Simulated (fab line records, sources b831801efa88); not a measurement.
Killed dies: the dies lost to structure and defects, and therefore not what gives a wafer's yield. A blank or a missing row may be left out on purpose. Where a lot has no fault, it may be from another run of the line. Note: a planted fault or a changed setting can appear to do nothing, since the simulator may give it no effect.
Which tool is to blame? :: flow sky130 :: 13 lots with 39 wafers sampled at 4 steps, on a route of 708 steps

## WHAT THE GAUGES READ, wafer by wafer
SKY_LDD_N_TW_MEAS_17. Usual: LDD_N_TW typically reads 2586, with standard deviation 25.
lot: L398
measured: day 18 01:32
on: film metro-01
LDD_N_TW: 2553 2550 2553
flag: 

lot: L399
measured: day 18 01:49
on: film metro-02
LDD_N_TW: 2629 2616 2622
flag: 

lot: L401
measured: day 18 21:50
on: film metro-02
LDD_N_TW: 2629 2615 2632
flag: 

lot: L402
measured: day 19 06:19
on: film metro-01
LDD_N_TW: 2557 2547 2558
flag: 

lot: L403
measured: day 19 09:47
on: film metro-02
LDD_N_TW: 2606 2599 2601
flag: 

lot: L404
measured: day 20 11:26
on: film metro-02
LDD_N_TW: 2604 2604 2611
flag: 

lot: L406
measured: day 20 13:26
on: film metro-03
LDD_N_TW: 2600 2600 2585
flag: 

lot: L405
measured: day 20 17:04
on: film metro-01
LDD_N_TW: 2561 2562 2558
flag: 

lot: L413
measured: day 23 05:34
on: film metro-02
LDD_N_TW: 2618 2596 2621
flag: 

lot: L414
measured: day 23 21:17
on: film metro-02
LDD_N_TW: 2612 2605 2603
flag: 

lot: L417
measured: day 25 07:19
on: film metro-03
LDD_N_TW: 2601 2587 2590
flag: 

lot: L420
measured: day 25 14:32
on: film metro-03
LDD_N_TW: 2589 2599 2584
flag: 

lot: L421
measured: day 26 15:43
on: film metro-02
LDD_N_TW: 2627 2603 2617
flag: 

SKY_LDD_P_OVL_MEAS_08. Usual: LDD_P_OVL typically reads 0.6 nm, with standard deviation 1.3.
lot: L398
measured: day 19 07:49
on: overlay-01
LDD_P_OVL (nm): 0.4 0.1 -0.4
flag: 

lot: L399
measured: day 19 07:54
on: overlay-01
LDD_P_OVL (nm): 0.8 2.6 2.9
flag: 

lot: L401
measured: day 20 05:11
on: overlay-01
LDD_P_OVL (nm): 1.7 0.2 2.2
flag: 

lot: L402
measured: day 20 13:06
on: overlay-02
LDD_P_OVL (nm): 0.8 1.3 1.2
flag: 

lot: L403
measured: day 20 16:43
on: overlay-02
LDD_P_OVL (nm): 0.0 0.7 0.8
flag: 

lot: L404
measured: day 21 18:19
on: overlay-02
LDD_P_OVL (nm): 2.6 0.7 2.2
flag: 

lot: L406
measured: day 21 20:03
on: overlay-02
LDD_P_OVL (nm): 0.8 1.5 0.1
flag: 

lot: L405
measured: day 21 23:42
on: overlay-02
LDD_P_OVL (nm): -1.6 1.7 0.7
flag: 

lot: L413
measured: day 24 10:24
on: overlay-01
LDD_P_OVL (nm): 1.6 3.9 2.6
flag: 

lot: L414
measured: day 25 03:10
on: overlay-02
LDD_P_OVL (nm): 0.6 2.5 -0.1
flag: 

lot: L417
measured: day 26 11:54
on: overlay-02
LDD_P_OVL (nm): -1.5 -1.6 0.3
flag: 

lot: L420
measured: day 26 19:49
on: overlay-01
LDD_P_OVL (nm): -1.2 3.7 1.8
flag: 

lot: L421
measured: day 27 19:54
on: overlay-01
LDD_P_OVL (nm): 2.5 1.0 0.0
flag: 

## TOOL THAT RAN EACH LOT (tool first, then ch and the chambers of the sampled wafers, then the start)
lot: L398
SKY_FIELD_ISO_WET_ETCH_30: wet bench-02 ch 2, day 2 10:31
SKY_POLY_GATE_ETCH_15: rie diel-01 ch 1,2,3, day 16 16:35

lot: L399
SKY_FIELD_ISO_WET_ETCH_30: wet bench-02 ch 0, day 2 14:38
SKY_POLY_GATE_ETCH_15: rie diel-04 ch 0,2,3, day 16 16:46

lot: L401
SKY_FIELD_ISO_WET_ETCH_30: wet bench-03 ch 0, day 3 01:05
SKY_POLY_GATE_ETCH_15: rie diel-04 ch 0,1, day 17 11:26

lot: L402
SKY_FIELD_ISO_WET_ETCH_30: wet bench-04 ch 2, day 3 07:49
SKY_POLY_GATE_ETCH_15: rie diel-04 ch 0,1,2, day 17 20:53

lot: L403
SKY_FIELD_ISO_WET_ETCH_30: wet bench-02 ch 3, day 3 13:19
SKY_POLY_GATE_ETCH_15: rie diel-02 ch 0,2,3, day 17 23:14

lot: L404
SKY_FIELD_ISO_WET_ETCH_30: wet bench-03 ch 1, day 3 23:05
SKY_POLY_GATE_ETCH_15: rie diel-02 ch 0,1,3, day 19 00:37

lot: L406
SKY_FIELD_ISO_WET_ETCH_30: wet bench-04 ch 2, day 4 03:28
SKY_POLY_GATE_ETCH_15: rie diel-02 ch 0,3, day 19 03:49

lot: L405
SKY_FIELD_ISO_WET_ETCH_30: wet bench-04 ch 2, day 4 03:46
SKY_POLY_GATE_ETCH_15: rie diel-02 ch 0,2, day 19 06:59

lot: L413
SKY_FIELD_ISO_WET_ETCH_30: wet bench-04 ch 1, day 5 17:02
SKY_POLY_GATE_ETCH_15: rie diel-01 ch 0,2,3, day 21 20:20

lot: L414
SKY_FIELD_ISO_WET_ETCH_30: wet bench-04 ch 1, day 5 19:54
SKY_POLY_GATE_ETCH_15: rie diel-01 ch 1,2,3, day 22 13:23

lot: L417
SKY_FIELD_ISO_WET_ETCH_30: wet bench-03 ch 0, day 6 16:23
SKY_POLY_GATE_ETCH_15: rie diel-01 ch 0,1, day 23 23:34

lot: L420
SKY_FIELD_ISO_WET_ETCH_30: wet bench-03 ch 0, day 7 05:59
SKY_POLY_GATE_ETCH_15: rie diel-02 ch 1,2,3, day 24 05:41

lot: L421
SKY_FIELD_ISO_WET_ETCH_30: wet bench-03 ch 3, day 7 11:49
SKY_POLY_GATE_ETCH_15: rie diel-04 ch 0,2, day 25 08:02
- SKY_FIELD_ISO_WET_ETCH_30: etches SiO2 in dHF, target depth 25 nm, time 50 s.
- SKY_POLY_GATE_ETCH_15: etches BARC in N2/H2, stops on SiO2, time 118.5 s, target depth 110 nm.

## WHAT THE TOOLS THEMSELVES READ (means of the sampled wafers that have a number; where no wafer has one, the mark that the record gives instead)
SKY_FIELD_ISO_WET_ETCH_30. Usual: 78 s for run length s, sd 3.4.
lot: L398
tool: wet bench-02
run length s (s): 76
flag: 

lot: L399
tool: wet bench-02
run length s (s): 77
flag: 

lot: L401
tool: wet bench-03
run length s (s): 83
flag: 

lot: L402
tool: wet bench-04
run length s (s): 75
flag: 

lot: L403
tool: wet bench-02
run length s (s): 76
flag: 

lot: L404
tool: wet bench-03
run length s (s): 77
flag: 

lot: L406
tool: wet bench-04
run length s (s): 74
flag: 

lot: L405
tool: wet bench-04
run length s (s): 74
flag: 

lot: L413
tool: wet bench-04
run length s (s): 69
flag: 

lot: L414
tool: wet bench-04
run length s (s): 68
flag: 

lot: L417
tool: wet bench-03
run length s (s): 76
flag: 

lot: L420
tool: wet bench-03
run length s (s): 83
flag: 

lot: L421
tool: wet bench-03
run length s (s): 75
flag: 

SKY_POLY_GATE_ETCH_15. Usual: chamber pressure mTorr 30.001 mTorr, standard deviation 0.027; drypump motor current A 5.7 A, standard deviation 0.48; oes product au 0.716 a.u., standard deviation 0.0045; run length s 146.7 s, standard deviation 0.37; throttle valve pct 13.212 %, standard deviation 0.0093.
lot: L398
tool: rie diel-01
chamber pressure mTorr (mTorr): 30.001
drypump motor current A (A): 5.6
oes product au (a.u.): 0.716
run length s (s): 146.4
throttle valve pct (%): 13.206
flag: 

lot: L399
tool: rie diel-04
chamber pressure mTorr (mTorr): 30.008
drypump motor current A (A): 5.8
oes product au (a.u.): 0.716
run length s (s): 146.6
throttle valve pct (%): 13.212
flag: 

lot: L401
tool: rie diel-04
chamber pressure mTorr (mTorr): 29.964
drypump motor current A (A): 5.4
oes product au (a.u.): 0.713
run length s (s): 146.6
throttle valve pct (%): 13.208
flag: 

lot: L402
tool: rie diel-04
chamber pressure mTorr (mTorr): 30.029
drypump motor current A (A): 5.9
oes product au (a.u.): 0.716
run length s (s): 146.9
throttle valve pct (%): 13.212
flag: 

lot: L403
tool: rie diel-02
chamber pressure mTorr (mTorr): 29.950
drypump motor current A (A): 5.7
oes product au (a.u.): 0.714
run length s (s): 146.7
throttle valve pct (%): 13.211
flag: 

lot: L404
tool: rie diel-02
chamber pressure mTorr (mTorr): 30.029
drypump motor current A (A): 5.6
oes product au (a.u.): 0.716
run length s (s): 146.9
throttle valve pct (%): 13.222
flag: 

lot: L406
tool: rie diel-02
chamber pressure mTorr (mTorr): 30.001
drypump motor current A (A): 5.2
oes product au (a.u.): 0.714
run length s (s): 146.4
throttle valve pct (%): 13.214
flag: 

lot: L405
tool: rie diel-02
chamber pressure mTorr (mTorr): 29.988
drypump motor current A (A): 6.2
oes product au (a.u.): 0.714
run length s (s): 146.9
throttle valve pct (%): 13.220
flag: 

lot: L413
tool: rie diel-01
chamber pressure mTorr (mTorr): 30.004
drypump motor current A (A): 5.5
oes product au (a.u.): 0.716
run length s (s): 146.6
throttle valve pct (%): 13.212
flag: 

lot: L414
tool: rie diel-01
chamber pressure mTorr (mTorr): 30.011
drypump motor current A (A): 5.6
oes product au (a.u.): 0.714
run length s (s): 146.7
throttle valve pct (%): 13.217
flag: 

lot: L417
tool: rie diel-01
chamber pressure mTorr (mTorr): 30.001
drypump motor current A (A): 5.5
oes product au (a.u.): 0.715
run length s (s): 147.0
throttle valve pct (%): 13.210
flag: 

lot: L420
tool: rie diel-02
chamber pressure mTorr (mTorr): 30.027
drypump motor current A (A): 5.8
oes product au (a.u.): 0.712
run length s (s): 146.7
throttle valve pct (%): 13.213
flag: 

lot: L421
tool: rie diel-04
chamber pressure mTorr (mTorr): 29.996
drypump motor current A (A): 5.5
oes product au (a.u.): 0.716
run length s (s): 146.5
throttle valve pct (%): 13.214
flag: 

## THE ANSWER, worked out from the rows above alone
Rule: lot off if the mean of its wafers having a number is beyond 3 standard deviations from the usual mean. Also off: a lot with no number at a reading for which 4 or more lots have one. All remaining lots with rows at the step are treated as sound. The gauges are gone through in route order, then the tools' own readings, and for those a lot's mean is taken as printed above. At the first step where some lot is off, the reading lying furthest off is the one used; lots without a number count as furthest.
No lot is off at any reading shown: from this, nothing can be told.

## WHAT THE SIMULATOR PUT IN
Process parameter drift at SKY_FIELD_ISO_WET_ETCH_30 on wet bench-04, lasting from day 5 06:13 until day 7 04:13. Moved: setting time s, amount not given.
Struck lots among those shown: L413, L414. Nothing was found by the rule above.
